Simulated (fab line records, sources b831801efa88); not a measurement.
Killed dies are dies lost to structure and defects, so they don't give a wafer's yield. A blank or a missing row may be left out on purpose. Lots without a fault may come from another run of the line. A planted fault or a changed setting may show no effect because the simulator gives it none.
One fault seen from 2 desks | flow sky130 | each desk has only its own numbers; what lay behind them comes last

THE METROLOGY DESK
What the gauges read, lot by lot, whatever tool the lot ran on: means of the sampled wafers that have a number. A lot is out of limits, marked OUT, if its mean lies more than 4 standard deviations from the usual mean; the brackets give that distance.
Columns: A = POLY_GATE_OXIDATION_THK at SKY_POLY_GATE_THK_MEAS_21, usual 4.01 nm; B = LDD_HVN_OVL at SKY_LDD_HVN_OVL_MEAS_07, usual 0.8 nm; C = SD_P_TW at SKY_SD_P_TW_MEAS_11, usual 2825; D = cd_nm at SKY_SD_N_CD_MEAS_07, usual 379.8 nm; E = SD_P_RS at SKY_SD_N_RS_MEAS_17, usual 146.8 ohm/sq
lot  | first seen here | A    | B    | C               | D     | E
L847 | day 16 18:56    | 4.01 | 1.1  | 2877            | 377.8 | 147.0
L849 | day 18 00:22    | 3.99 | 2.2  | 2862            | 376.2 | 146.7
L850 | day 18 15:56    | 4.05 | 0.6  | 2831            | 376.8 | 147.4
L853 | day 19 14:11    | 4.01 | 3.0  | 2841            | 379.7 | 146.8
L855 | day 20 15:14    | 4.03 | 0.5  | 2856            | 382.1 | 147.1
L857 | day 20 21:58    | 3.95 | 0.0  | 2853            | 377.2 | 146.5
L858 | day 21 06:17    | 4.00 | -0.2 | 2861            | 378.3 | 146.8
L860 | day 22 00:08    | 3.94 | 0.4  | 3023 (+5.5) OUT | 379.6 | 140.6 (-17) OUT
L861 | day 22 02:53    | 4.10 | 0.5  | 3013 (+5.2) OUT | 379.5 | 140.4 (-17) OUT
L862 | day 22 12:47    | 3.96 | -0.0 | 2820            | 378.7 | 146.7
L863 | day 22 23:35    | 4.05 | 0.7  | 2955            | 382.2 | 140.3 (-18) OUT
L868 | day 24 16:10    | 3.99 | -1.3 | 2769            | 379.9 | 146.4
This desk's finding: out of limits on L860, L861, L863; first on L860, day 30 17:35 (SD_P_TW at SKY_SD_P_TW_MEAS_11). In limits: L847, L849, L850, L853, L855, L857, L858, L862, L868.

THE TOOL OWNER'S DESK: implanter-03
The tool's own readings at SKY_SD_P_IMPLANT_09: means of the sampled wafers that have a number, for each lot that ran on this tool. A lot is out of limits, marked OUT, if its mean lies more than 4 standard deviations from the usual mean; the brackets give that distance.
Columns: A = end_station_pressure_torr at SKY_SD_P_IMPLANT_09, usual 1.35e-05 Torr; B = faraday_current_uA at SKY_SD_P_IMPLANT_09, usual 11394; C = tilt_deg at SKY_SD_P_IMPLANT_09, usual 0.000 degrees
lot  | first seen here | A        | B     | C
L847 | day 25 16:20    | 1.31e-05 | 10961 | -0.002
L850 | day 27 16:26    | 1.32e-05 | 11403 | 0.007
L855 | day 29 07:03    | 1.31e-05 | 11055 | 0.022
L860 | day 30 17:20    | 1.40e-05 | 10949 | 4.587 (+99 or more) OUT
L861 | day 30 17:40    | 1.35e-05 | 11041 | 4.584 (+99 or more) OUT
L863 | day 31 11:58    | 1.39e-05 | 11094 | 4.615 (+99 or more) OUT
This desk's finding: out of limits on L860, L861, L863; first on L860, day 30 17:20 (tilt_deg at SKY_SD_P_IMPLANT_09). In limits: L847, L850, L855.

PUT TOGETHER
The tool owner's desk could have raised an alarm at day 30 17:20, on L860, L861, L863.
The metrology desk could have raised an alarm at day 30 17:35, on L860, L861, L863.
Of the lots named, all ran SKY_SD_P_IMPLANT_09 on implanter-03.

WHAT THE SIMULATOR HAD PUT IN
Process parameter drift: implanter-03, from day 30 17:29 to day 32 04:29, at SKY_SD_P_IMPLANT_09. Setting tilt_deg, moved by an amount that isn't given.
Lots struck among those shown: L860, L861, L863.
